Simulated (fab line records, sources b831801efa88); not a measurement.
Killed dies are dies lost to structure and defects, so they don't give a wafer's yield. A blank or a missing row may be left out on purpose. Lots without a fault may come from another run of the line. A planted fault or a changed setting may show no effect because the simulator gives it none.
Chamber matching | flow gf180mcu | GF_V4_CMP_04 on cmp-02: 4 sister chambers
The step polishes SiO2. 4 wafers are shown with their chamber, then 7 later ones without.

WAFERS WITH THEIR CHAMBER
wafer  | chamber | motor_current_A (A)
L768.1 | 0       | 10.5
L768.3 | 1       | 13.5
L768.5 | 2       | 13.2
L776.5 | 3       | 12.5

WAFERS WITHOUT THEIR CHAMBER
wafer  | motor_current_A (A)
L776.6 | 12.0
L780.2 | 10.3
L780.4 | 13.4
L780.5 | 10.1
L783.1 | 12.1
L783.4 | 12.8
L783.6 | 12.4

WHICH CHAMBER EACH WENT THROUGH
wafer  | from the rows above          | in truth
L776.6 | 3                            | 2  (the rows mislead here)
L780.2 | 0                            | 0
L780.4 | can't be placed: 1 or 2      | 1
L780.5 | 0                            | 0
L783.1 | 3                            | 3
L783.4 | can't be placed: 3 or 2 or 1 | 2
L783.6 | 3                            | 3
Placed correctly: 4 of 7. Can't be placed from these rows: 2 (the true chamber is among the candidates in 2). Placed wrongly: 1.
How it was worked out, from the rows above alone: a wafer's distance from a chamber is the root of the sum, over the readings, of the square of ((its reading less the chamber's mean) divided by the reading's scatter). The wafer belongs to the nearest chamber; if the next one is less than 2 further off, it can't be placed. A chamber's mean is the mean of its shown wafers. The scatter: with one shown wafer a chamber, the root of the mean of the squares of how far each hidden wafer lies from its nearest shown one.
